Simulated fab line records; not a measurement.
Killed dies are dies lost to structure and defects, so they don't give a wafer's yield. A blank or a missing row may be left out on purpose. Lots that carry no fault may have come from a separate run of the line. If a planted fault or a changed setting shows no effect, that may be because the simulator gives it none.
A single fault, viewed from 2 desks || flow gf180mcu || what lay behind the numbers comes last; until then each desk has only its own

== AT THE METROLOGY DESK ==
What the gauges read for every lot (on any tool): the sampled wafers with a number, averaged. The brackets show how far a lot's mean lies from the usual mean; more than 4 standard deviations puts the lot out of limits, marked OUT.
Columns: A = TOP_METAL_OVL at GF_TOP_METAL_OVL_MEAS_15, usual 0.5 nm
{"lot": "L247", "first seen here": "day 28 12:23", "A": 1.7}
{"lot": "L248", "first seen here": "day 28 14:17", "A": -0.2}
{"lot": "L249", "first seen here": "day 29 02:18", "A": 2.3}
{"lot": "L253", "first seen here": "day 29 23:48", "A": 1.8}
{"lot": "L254", "first seen here": "day 30 11:07", "A": 0.8}
{"lot": "L255", "first seen here": "day 30 13:32", "A": 0.4}
{"lot": "L256", "first seen here": "day 30 18:32", "A": 1.6}
{"lot": "L258", "first seen here": "day 31 09:30", "A": 0.5}
{"lot": "L259", "first seen here": "day 31 16:40", "A": 1.5}
{"lot": "L262", "first seen here": "day 32 10:05", "A": 0.6}
{"lot": "L263", "first seen here": "day 32 16:23", "A": -0.2}
{"lot": "L264", "first seen here": "day 32 21:48", "A": 1.8}
{"lot": "L269", "first seen here": "day 33 23:44", "A": 0.8}
Result from this desk: across the 13 lots, nothing is out of limits.

== AT THE TOOL OWNER'S DESK: plasma-asher-02 ==
The tool's own readings at GF_HV_LDD_STRIP_37 (strips in O2/N2): means of the sampled wafers that have a number, for each lot that ran on this tool. The brackets show how far a lot's mean lies from the usual mean; more than 4 standard deviations puts the lot out of limits, marked OUT.
Columns: A = drypump-motor-current-A at GF_HV_LDD_STRIP_37, usual 5.7 A; B = heater-power-w at GF_HV_LDD_STRIP_37, usual 339 W; C = oes-product-au at GF_HV_LDD_STRIP_37, usual 0.716 a.u.; D = platen-temp-c at GF_HV_LDD_STRIP_37, usual 250.01 C; E = strip-time-to-endpoint-s at GF_HV_LDD_STRIP_37, usual 12.63 s
{"lot": "L255", "first seen here": "day 14 05:28", "A": 5.4, "B": 330, "C": 0.717, "D": 250.11, "E": 12.69}
{"lot": "L259", "first seen here": "day 15 15:56", "A": 5.5, "B": 324, "C": 0.720, "D": 249.94, "E": 12.60}
{"lot": "L263", "first seen here": "day 16 19:58", "A": 5.5, "B": 323, "C": 0.715, "D": 249.81, "E": 12.60}
{"lot": "L264", "first seen here": "day 17 04:02", "A": 5.5, "B": 327, "C": 0.715, "D": 249.96, "E": 12.63}
Result from this desk: across the 4 lots, nothing is out of limits.

== BROUGHT TOGETHER ==
Nothing out of limits was seen by the metrology desk.
Nothing out of limits was seen by the tool owner's desk.

== WHAT THE SIMULATOR HAD PUT IN ==
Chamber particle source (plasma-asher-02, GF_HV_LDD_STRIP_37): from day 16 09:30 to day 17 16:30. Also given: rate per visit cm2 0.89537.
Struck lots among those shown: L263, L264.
